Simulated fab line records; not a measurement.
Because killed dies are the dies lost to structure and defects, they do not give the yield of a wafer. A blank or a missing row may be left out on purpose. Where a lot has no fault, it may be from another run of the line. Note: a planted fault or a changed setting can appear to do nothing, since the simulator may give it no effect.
Matching of chambers | flow sky130 | SKY_POLY_GATE_ETCH_17 on rieSi-02 has 4 sister chambers
The step etches poly-Si in HBr/Cl2, stops on SiO2, target depth 180 nm, time 70.5 s. 8 wafers are shown with their chamber, then 8 later ones without.

## WAFERS WITH THEIR CHAMBER
wafer  | chamber | oesProductAu (a.u.) | throttleValvePct (%)
L999.3 | 3       | 0.976               | 33.684
L100.6 | 3       | 0.985               | 33.681
L101.1 | 0       | 0.983               | 33.681
L102.6 | 1       | 0.970               | 33.682
L106.2 | 2       | 0.972               | 33.705
L106.3 | 0       | 0.987               | 33.691
L106.6 | 1       | 0.970               | 33.684
L107.2 | 2       | 0.969               | 33.671

## WAFERS WHOSE CHAMBER IS MISSING
wafer  | oesProductAu (a.u.) | throttleValvePct (%)
L107.4 | 0.990               | 33.668
L107.6 | 0.984               | 33.696
L109.2 | 0.976               | 33.674
L109.3 | 0.986               | 33.679
L109.5 | 0.986               | 33.677
L122.2 | 0.999               | 33.681
L122.3 | 1.006               | 33.686
L122.5 | 0.995               | 33.693

## CHAMBER TAKEN BY EACH
wafer  | from the rows above               | in truth
L107.4 | can't be placed: 0 or 3           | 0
L107.6 | can't be placed: 0 or 3           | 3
L109.2 | can't be placed: 3 or 1 or 2 or 0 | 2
L109.3 | can't be placed: 0 or 3           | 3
L109.5 | can't be placed: 0 or 3           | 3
L122.2 | can't be placed: 0 or 3           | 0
L122.3 | can't be placed: 0 or 3           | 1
L122.5 | can't be placed: 0 or 3           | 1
Correct placement for 0 of the 8. Not placeable from these rows: 8 (in 6, the candidates include the true chamber). Placed wrongly: 0.
How it was worked out, from the rows above alone: a wafer's distance from a chamber is the root of the sum, over the readings, of the square of ((its reading less the chamber's mean) divided by the reading's scatter). The wafer belongs to the nearest chamber; if the next one is less than 2 further off, it can't be placed. Each chamber's mean is taken over the wafers shown for it. How the scatter is found: for the shown wafers, subtract from each reading the mean of its chamber, square and add these, divide the total by (wafers less chambers), then take the root.
